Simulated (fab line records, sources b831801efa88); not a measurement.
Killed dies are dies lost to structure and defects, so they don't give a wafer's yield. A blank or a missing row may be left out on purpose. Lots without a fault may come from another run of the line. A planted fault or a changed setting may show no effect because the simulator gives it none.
fab line records | flow sky130
record lots=6 wafers=18 last_day=50
route steps=708 shown VIA4@645 PAD_OPEN@708
lots that met no fault: from a run of the same line without faults
start_h: hours from the record's first day to the start of the lot's first wafer shown | wait_h: hours since the lot's step before | " the same as in the row above | L1.1+2: a row that stands for several wafers | - no value, or no start given | * or withheld: withheld | < > ~ a bound
route shown NAME@n: a module of which the file shows steps, and the number in the route of the first | usual: mean/standard deviation of fault-free wafers | same: alike in all rows | chamber/n: place in a boat | sites: the reading at each site | _std_site: their standard deviation | _edge_site: outer sites' mean less inner sites' | radius_mm: how far each site lies from the wafer's centre | mask NAME#n: copy n | behind: the tool/chamber that last shaped the wafer | hold: why the lot was held/for how many hours/how that ended | device: the transistor (n, p or np) that didn't switch | end of line: the same wafers' tests at the end of the route | a step without rows: its recipe alone | killed: dies lost to structure and defects at the first sort, not the wafer's yield | map: a wafer's dies, x killed, . not, _ none there
set.NAME: the setting as run; set.NAME@STEP: as run at that earlier step | model.NAME: the simulator's own value behind a step, which no gauge read
lots at some steps of the route; a table a step, a row a wafer
services: from which hour (start_h, from the record's first day; less than 0 if before it) a tool's chamber was out of use, for how many hours, and why
## steps
# step SKY_VIA4_COAT_06
# recipe resist=NOVOLAK spin_rpm=3000 resist_thk_nm=1140
# step SKY_VIA4_SOFTBAKE_07
# recipe temp_c=90 time_s=60 resist=NOVOLAK
# step SKY_VIA4_EXPOSE_08
# recipe mask_id=VIM4 na=0.6 source_shape=conventional sigma_outer=0.6 polarization=unpolarized target_cd_nm=800 dose_mj=132
# step SKY_VIA4_PEB_09
# recipe temp_c=withheld time_s=* resist=NOVOLAK
# step SKY_VIA4_DEVELOP_10
# recipe resist=NOVOLAK developer=TMAH develop_time_s=60 dev_temp_c=23
# step SKY_VIA4_OVL_MEAS_11
# usual VIA4_OVL=-0.2/1.4
# columns lot.wafer tool chamber start_h wait_h VIA4_OVL[nm]
L139.1 overlay-02 - 994.59 0.1 -1.0
L139.2 " - " " -1.3
L139.6 " - " " -1.1
L144.1 overlay-01 - 1038.49 0.1 0.7
L144.5 " - " " 0.8
L144.6 " - " " -0.4
L151.3 overlay-02 - 1081.30 0.1 0.1
L151.5 " - " " -0.9
L151.6 " - " " -1.6
L152.1 overlay-02 - 1089.28 0.1 -0.4
L152.3 " - " " -1.7
L152.4 " - " " -0.1
L158.2 overlay-02 - 1120.15 0.1 -1.9
L158.3 " - " " -0.9
L158.6 " - " " -2.3
L161.1 overlay-02 - 1138.73 0.1 -0.3
L161.2 " - " " -1.1
L161.6 " - " " -2.6
# step SKY_VIA4_ETCH_12
# recipe target=SiO2 chemistry=C4F8/O2/Ar stop_on=TiN mask_material=NOVOLAK source_w=1500 bias_w=1200 pressure_mtorr=40 c4f8_flow_sccm=withheld O2_flow_sccm=6 Ar_flow_sccm=300 time_s=withheld target_depth_a=5800
# usual oes_product_au=0.925/0.0047
# columns lot.wafer tool chamber start_h wait_h oes_product_au
L139.1 rie_diel-01 2 994.63 0.0 0.931
L139.2 " 1 " " 0.919
L139.6 " 3 " " 0.936
L144.1 rie_diel-02 3 1038.53 0.0 0.931
L144.5 " 2 " " 0.926
L144.6 " 1 " " 0.918
L151.3 rie_diel-04 1 1081.33 0.0 0.928
L151.5 " 3 " " 0.934
L151.6 " 0 " " 0.921
L152.1 rie_diel-01 3 1089.31 0.0 0.928
L152.3 " 2 " " 0.913
L152.4 " 1 " " 0.923
L158.2 rie_diel-01 0 1120.18 0.0 0.916
L158.3 " 2 " " 0.927
L158.6 " 0 " " 0.924
L161.1 rie_diel-02 2 1138.76 0.0 0.926
L161.2 " 0 " " 0.933
L161.6 " 1 " " 0.927
# step SKY_VIA4_STRIP_13
# recipe chemistry=O2/N2 power_w=1400 pressure_mtorr=1500 platen_temp_c=withheld o2_flow_sccm=3000 n2_flow_sccm=300 overash_fraction=0.5
# usual drypump_motor_current_A=6.0/0.49 oes_product_au=0.709/0.0043 strip_time_to_endpoint_s=12.808/0.028
# columns lot.wafer tool chamber start_h wait_h drypump_motor_current_A oes_product_au rf_hours_counter_h strip_time_to_endpoint_s
L139.1 plasma_asher-02 1 994.70 - 5.1 0.714 25 12.813
L139.2 " 0 " " 6.4 0.708 25 12.819
L139.6 " 1 " " 5.0 0.708 - 12.782
L144.1 plasma_asher-01 0 1038.60 - 6.2 0.713 123 12.765
L144.5 " 0 " " 6.2 0.711 - 12.777
L144.6 " 1 " " 5.9 0.711 - 12.793
L151.3 plasma_asher-01 1 1081.43 - 6.0 0.708 - 12.760
L151.5 " 0 " " 6.1 0.708 - 12.803
L151.6 " 1 " " 5.9 0.706 - 12.814
L152.1 plasma_asher-04 1 1089.39 - 6.2 0.710 92 12.816
L152.3 " 0 " " 6.2 0.707 - 12.805
L152.4 " 1 " " 6.2 0.710 - 12.820
L158.2 plasma_asher-02 1 1120.25 - 5.1 0.712 38 12.788
L158.3 " 1 " " 5.0 0.702 - 12.825
L158.6 " 1 " " 5.1 0.712 - 12.784
L161.1 plasma_asher-02 1 1138.84 - 5.1 0.716 39 12.805
L161.2 " 0 " " 6.4 0.710 39 12.806
L161.6 " 0 " " 6.4 0.713 - 12.845
# step SKY_VIA4_STRIP_14
# recipe chemistry=post_etch_residue_remover time_s=1200 temp_c=72.5
# step SKY_VIA4_CLEAN_15
# recipe chemistry=IPA time_s=180 temp_c=25
# step SKY_VIA4_CLEAN_16
# recipe chemistry=O3/DIW dry=n2_spin
# step SKY_VIA4_SPUTTER_17
# recipe material=TiN target_thk_nm=20 chamber_pressure_pa=5 power_w=4000 time_s=80
# usual chamber_pressure_pa=5.001/0.01 throttle_valve_pct=30.0/0.93
# columns lot.wafer tool chamber start_h wait_h chamber_pressure_pa throttle_valve_pct
L139.1 pvd_sputter-03 - 995.33 0.0 4.994 30.9
L139.2 " - " " 4.987 30.6
L139.6 " - " " 4.985 30.2
L144.1 pvd_sputter-02 - 1039.20 0.0 5.007 29.9
L144.5 " - " " 5.010 29.6
L144.6 " - " " 5.012 29.8
L151.3 pvd_sputter-03 - 1082.13 0.0 5.016 30.8
L151.5 " - " " 5.003 30.2
L151.6 " - " " 4.995 30.6
L152.1 pvd_sputter-02 - 1090.33 0.0 4.991 30.8
L152.3 " - " " 4.997 29.9
L152.4 " - " " 5.010 30.9
L158.2 pvd_sputter-03 - 1120.89 0.0 4.998 30.8
L158.3 " - " " 4.995 30.2
L158.6 " - " " 5.011 30.4
L161.1 pvd_sputter-04 - 1139.43 0.0 5.005 30.4
L161.2 " - " " 4.994 30.7
L161.6 " - " " 4.990 30.0
# step SKY_VIA4_CVD_18
# recipe material=W target_thk_nm=505 time_s=152.14 temp_c=400 pressure_torr=40
# usual heater_power_outer_w=517/25 heater_power_w=833/69 susceptor_temp_C=400.04/0.22
# columns lot.wafer tool chamber start_h wait_h heater_power_outer_w heater_power_w susceptor_temp_C model.W_of_VIA4_CVD_18.thk_nm
L139.1 cvd_w-02 0 995.39 0.0 484 733 399.71 503.5
L139.2 " 1 " " 532 903 400.00 502.2
L139.6 " 1 " " 556 858 399.98 499.9
L144.1 cvd_w-01 0 1039.26 0.0 526 886 400.22 489.2
L144.5 " 1 " " 492 857 400.34 500.7
L144.6 " 0 " " 526 895 400.20 494.4
L151.3 cvd_w-01 0 1082.30 0.1 529 870 395.30 450.2
L151.5 " 0 " " 510 853 395.51 451
L151.6 " 0 " " 512 866 395.63 449.9
L152.1 cvd_w-01 1 1090.39 0.0 473 856 395.30 468.9
L152.3 " 0 " " 514 856 395.49 458.4
L152.4 " 1 " " 478 845 395.15 465
L158.2 cvd_w-02 0 1120.95 0.0 517 748 399.88 534.2
L158.3 " 0 " " 504 733 399.74 529.6
L158.6 " 1 " " 558 869 400.20 500.4
L161.1 cvd_w-02 0 1139.49 0.0 499 739 399.93 535.1
L161.2 " 1 " " 565 903 399.77 499.3
L161.6 " 1 " " 529 887 400.24 505.8
# step SKY_VIA4_RS_MEAS_19
# recipe thk_meas_gauge=four-point-probe reads=W_of_VIA4_CVD_18+TiN_of_VIA4_SPUTTER_17
# usual VIA4_W_RS=0.226/0.0051
# columns lot.wafer tool chamber start_h wait_h VIA4_W_RS[ohm/sq]
L139.1 film_metro-02 - 995.54 0.1 0.227
L139.2 " - " " 0.228
L139.6 " - " " 0.229
L144.1 film_metro-04 - 1039.41 0.1 0.233
L144.5 " - " " 0.228
L144.6 " - " " 0.232
L151.3 film_metro-04 - 1082.54 0.2 0.254
L151.5 " - " " 0.253
L151.6 " - " " 0.254
L152.1 film_metro-01 - 1090.54 0.1 0.244
L152.3 " - " " 0.250
L152.4 " - " " 0.245
L158.2 film_metro-04 - 1121.12 0.1 0.214
L158.3 " - " " 0.215
L158.6 " - " " 0.228
L161.1 film_metro-04 - 1139.64 0.1 0.213
L161.2 " - " " 0.229
L161.6 " - " " 0.226
# step SKY_VIA4_THK_MEAS_20
# recipe thk_meas_gauge=xrf reads=W_of_VIA4_CVD_18
# usual VIA4_W_THK=506/12
# columns lot.wafer tool chamber start_h wait_h VIA4_W_THK[nm]
L139.1 film_metro-02 - 995.66 0.1 500
L139.2 " - " " 499
L139.6 " - " " 499
L144.1 film_metro-04 - 1039.53 0.1 493
L144.5 " - " " 506
L144.6 " - " " 498
L151.3 film_metro-04 - 1082.64 0.1 452
L151.5 " - " " 449
L151.6 " - " " 449
L152.1 film_metro-01 - 1090.66 0.1 467
L152.3 " - " " 458
L152.4 " - " " 461
L158.2 film_metro-04 - 1121.23 0.1 538
L158.3 " - " " 533
L158.6 " - " " 501
L161.1 film_metro-04 - 1139.76 0.1 539
L161.2 " - " " 503
L161.6 " - " " 509
# step SKY_VIA4_CMP_21
# recipe stop_on=SiO2 t_overpolish_s=25 down_force_psi=3.5 platen_rpm=60 target_thk_nm=0 pad_velocity_m_s=0.94248
# usual motor_current_A=11.5/1.4 time_to_endpoint_s=122/4.8
# columns lot.wafer tool chamber start_h wait_h motor_current_A time_to_endpoint_s
L139.2 cmp-02 3 995.72 0.0 12.0 118
L139.1 " 2 " " 11.2 123
L139.6 " 3 " " 11.9 117
L144.1 cmp-02 0 1039.74 0.2 13.3 117
L144.6 " 1 " " 9.6 118
L144.5 " 2 " " 11.7 120
L151.3 cmp-01 0 1082.78 0.1 14.2 105
L151.6 " 2 " " 10.8 111
L151.5 " 3 " " 10.2 109
L152.1 cmp-01 0 1090.72 0.1 14.2 115
L152.4 " 1 " " 11.6 112
L152.3 " 3 " " 10.6 118
L158.2 cmp-01 2 1121.33 0.1 10.2 132
L158.3 " 3 " " 10.6 133
L158.6 " 2 " " 10.4 126
L161.2 cmp-01 3 1139.82 0.0 10.2 122
L161.1 " 2 " " 10.5 130
L161.6 " 3 " " 10.6 124
# step SKY_PAD_OPEN_PROBE_99
# usual defect_limited_yield=82.5/1.7 killed_at_M0_to_M3=43/6.7 killed_at_M4_up=3.2/1.8 killed_at_contacts=24/4.8 killed_at_front_end=16/4.2 killed_at_other=0.3/0.56 killed_dies=86/8.5 killed_open=47/6.7 killed_short=39/6 sort_bin_3_pad_short=0.9/0.45 sort_bin_5_function=10.3/1.6 sort_bin_6_memory=6.3/1 sort_n_pass=406/8.5 sort_yield_pct=82.5/1.7
# same gross_dies=492 killed_at_back_side=0 sort_bin_4_leakage[%]=0 sort_bin_8_speed[%]=0
# columns lot.wafer tool chamber start_h wait_h defect_limited_yield[%] killed_at_M0_to_M3 killed_at_M4_up killed_at_contacts killed_at_front_end killed_at_other killed_dies killed_open killed_short sort_bin_3_pad_short[%] sort_bin_5_function[%] sort_bin_6_memory[%] sort_n_pass sort_yield_pct[%]
L139.1 prober-01 - 1065.72 0.1 82.1 49 1 24 13 1 88 55 33 1.0 10.6 6.3 404 82.1
L139.2 prober-01 - 1065.77 0.1 83.1 36 3 22 22 0 83 48 34 0.6 8.7 7.5 409 83.1
L139.6 prober-01 - 1065.97 0.2 84.1 32 1 28 17 0 78 44 34 1.2 8.9 5.7 414 84.1
L144.1 prober-02 - 1106.57 0.1 78.7 53 2 31 19 0 105 59 45 1.6 14.0 5.7 387 78.7
L144.5 prober-02 - 1106.77 0.2 80.9 45 4 24 21 0 94 44 48 0.6 11.0 7.5 398 80.9
L144.6 prober-02 - 1106.82 0.2 81.9 43 3 24 19 0 89 43 46 1.2 9.1 7.7 403 81.9
L151.3 prober-01 - 1145.06 0.2 82.5 48 5 21 12 0 86 45 41 0.8 12.0 4.7 406 82.5
L151.5 prober-01 - 1145.16 0.2 83.5 32 5 24 20 0 81 47 34 1.4 10.6 4.5 411 83.5
L151.6 prober-01 - 1145.21 0.2 81.3 41 4 36 11 0 92 45 47 0.8 12.4 5.5 400 81.3
L152.1 prober-02 - 1151.95 0.1 85.0 28 6 29 11 0 74 49 25 0.4 8.7 5.9 418 85.0
L152.3 prober-02 - 1152.05 0.2 82.3 43 0 25 19 0 87 57 30 0.4 11.8 5.5 405 82.3
L152.4 prober-02 - 1152.10 0.2 82.1 43 4 27 14 0 88 49 39 1.6 10.4 5.9 404 82.1
L161.1 prober-01 - 1193.86 0.1 83.9 43 3 21 12 0 79 38 41 0.6 8.1 7.3 413 83.9
L161.2 prober-01 - 1193.91 0.1 82.5 41 4 23 17 1 86 53 33 0.6 8.1 8.7 406 82.5
L161.6 prober-01 - 1194.11 0.2 82.7 45 3 26 11 0 85 38 47 1.0 10.6 5.7 407 82.7
# killed by level:class
L139.1 VIA1:geometric_particle:open=13 CONTACT:geometric_particle:open=12 VIA2:geometric_particle:open=8 VIA3:geometric_particle:open=7 LI_CONTACT:geometric_particle:open=6 METAL2:geometric_particle:short=5 FIELD_ISO:geometric_particle:short=4 FIELD_ISO:geometric_particle:open=4
L139.2 CONTACT:geometric_particle:open=9 FIELD_ISO:geometric_particle:open=7 LI_CONTACT:geometric_particle:open=7 VIA2:geometric_particle:open=7 FIELD_ISO:geometric_particle:short=6 VIA1:geometric_particle:open=6 METAL2:geometric_particle:short=6 VIA3:geometric_particle:short=4
L139.6 LI_CONTACT:geometric_particle:open=11 VIA1:geometric_particle:open=11 CONTACT:geometric_particle:open=10 FIELD_ISO:geometric_particle:short=7 METAL2:geometric_particle:short=5 VIA2:geometric_particle:open=4 CONTACT:geometric_particle:short=3 METAL1:geometric_particle:short=3
L144.1 VIA1:geometric_particle:open=16 CONTACT:geometric_particle:open=12 METAL2:geometric_particle:short=9 METAL1:geometric_particle:short=8 LI_CONTACT:geometric_particle:open=7 VIA3:geometric_particle:open=7 CONTACT:geometric_particle:short=5 VIA1:geometric_particle:short=5
L144.5 VIA1:geometric_particle:open=11 VIA1:geometric_particle:short=7 CONTACT:geometric_particle:open=7 LI_CONTACT:geometric_particle:open=6 CONTACT:geometric_particle:short=6 METAL2:geometric_particle:short=6 POLY_GATE:geometric_particle:short=5 METAL3:geometric_particle:short=5
L144.6 VIA1:geometric_particle:open=9 METAL1:geometric_particle:short=8 VIA3:geometric_particle:open=8 CONTACT:geometric_particle:short=7 VIA2:geometric_particle:open=7 POLY_GATE:geometric_particle:open=5 LOCAL_INTERCONNECT:geometric_particle:short=5 CONTACT:geometric_particle:open=5
L151.3 VIA1:geometric_particle:open=10 CONTACT:geometric_particle:open=7 VIA2:geometric_particle:open=7 CONTACT:geometric_particle:short=6 VIA1:geometric_particle:short=6 VIA3:geometric_particle:open=6 LI_CONTACT:geometric_particle:open=5 METAL1:geometric_particle:short=5
L151.5 LI_CONTACT:geometric_particle:open=8 VIA1:geometric_particle:open=8 POLY_GATE:geometric_particle:open=7 CONTACT:geometric_particle:short=7 CONTACT:geometric_particle:open=6 VIA2:geometric_particle:short=5 FIELD_ISO:geometric_particle:open=4 FIELD_ISO:geometric_particle:short=4
L151.6 CONTACT:geometric_particle:open=12 VIA1:geometric_particle:open=10 LI_CONTACT:geometric_particle:open=8 CONTACT:geometric_particle:short=7 METAL2:geometric_particle:short=7 FIELD_ISO:geometric_particle:short=5 LI_CONTACT:geometric_particle:short=5 METAL1:geometric_particle:short=5
L152.1 CONTACT:geometric_particle:open=15 VIA1:geometric_particle:open=10 LI_CONTACT:geometric_particle:open=7 METAL4:geometric_particle:short=6 LI_CONTACT:geometric_particle:short=4 FIELD_ISO:geometric_particle:short=3 POLY_GATE:geometric_particle:open=3 METAL1:geometric_particle:open=3
L152.3 VIA1:geometric_particle:open=14 CONTACT:geometric_particle:open=10 VIA3:geometric_particle:open=8 FIELD_ISO:geometric_particle:short=5 LI_CONTACT:geometric_particle:open=5 POLY_GATE:geometric_particle:open=5 VIA2:geometric_particle:open=5 FIELD_ISO:geometric_particle:open=4
L152.4 VIA1:geometric_particle:open=13 LI_CONTACT:geometric_particle:open=9 CONTACT:geometric_particle:open=8 METAL2:geometric_particle:short=7 VIA2:geometric_particle:open=7 POLY_GATE:geometric_particle:short=6 METAL1:geometric_particle:short=5 CONTACT:geometric_particle:short=4
L161.1 VIA1:geometric_particle:open=14 METAL1:geometric_particle:short=9 LI_CONTACT:geometric_particle:open=7 METAL2:geometric_particle:short=5 POLY_GATE:geometric_particle:short=5 LOCAL_INTERCONNECT:geometric_particle:short=5 CONTACT:geometric_particle:open=5 VIA2:geometric_particle:short=4
L161.2 VIA1:geometric_particle:open=9 VIA2:geometric_particle:open=7 VIA3:geometric_particle:open=7 CONTACT:geometric_particle:open=6 FIELD_ISO:geometric_particle:open=5 LI_CONTACT:geometric_particle:open=5 LOCAL_INTERCONNECT:geometric_particle:short=5 CONTACT:geometric_particle:short=4
L161.6 VIA1:geometric_particle:open=12 VIA1:geometric_particle:short=10 LOCAL_INTERCONNECT:geometric_particle:short=10 LI_CONTACT:geometric_particle:open=7 CONTACT:geometric_particle:open=6 METAL2:geometric_particle:short=5 POLY_GATE:geometric_particle:open=4 METAL3:geometric_particle:short=4
## services
# columns tool chamber start_h hours kind
cvd_w-02 - 982.55 6.9 pm
cvd_w-01 1 998.53 13.0 repair
pvd_sputter-04 - 1001.41 4.5 repair
rie_diel-02 0 1003.34 17.4 repair
rie_diel-01 - 1006.01 2.8 pm
cvd_w-01 0 1021.44 4.6 repair
rie_diel-01 - 1026.44 14.6 pm
cmp-01 - 1040.46 4.6 pm
cvd_w-01 1 1040.96 4.1 repair
rie_diel-01 0 1043.58 13.4 repair
plasma_asher-01 - 1055.25 9.0 pm
rie_diel-04 - 1065.33 2.1 repair
cmp-02 - 1070.42 7.5 pm
cvd_w-01 1 1073.02 13.3 repair
cmp-01 - 1084.23 4.0 pm
plasma_asher-04 - 1085.82 2.8 pm
cmp-02 - 1092.97 1.4 repair
cmp-01 - 1096.94 2.1 repair
pvd_sputter-03 - 1108.60 12.2 repair
cmp-02 - 1112.15 1.4 repair
rie_diel-02 - 1115.86 2.8 pm
rie_diel-04 - 1121.77 14.6 pm
rie_diel-02 3 1126.56 3.6 repair
cvd_w-02 - 1135.78 3.0 repair
## key
first_sign step=SKY_VIA4_CVD_18 reading=susceptor_temp_C direction=down sigmas=21 usual=* struck=*
effect step=SKY_VIA4_RS_MEAS_19 reading=VIA4_W_RS direction=up sigmas=4.6 usual=0.226 struck=0.250
effect step=SKY_VIA4_THK_MEAS_20 reading=VIA4_W_THK direction=down sigmas=4 usual=506 struck=456
model_effect step=SKY_VIA4_CVD_18 value=W_of_VIA4_CVD_18.thk_nm without=498.5 struck=457.2
met_at SKY_VIA4_CVD_18
struck_wafers L151.3,L151.5,L151.6,L152.1,L152.3,L152.4
onset_between 1039.26 1082.30
fault kind=process_parameter_drift tool=cvd_w-01 chamber=- onset_h=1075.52 steps=SKY_VIA4_CVD_18 channel=temp_c offset=* shape=step end_h=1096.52 acts_in=* stated=*
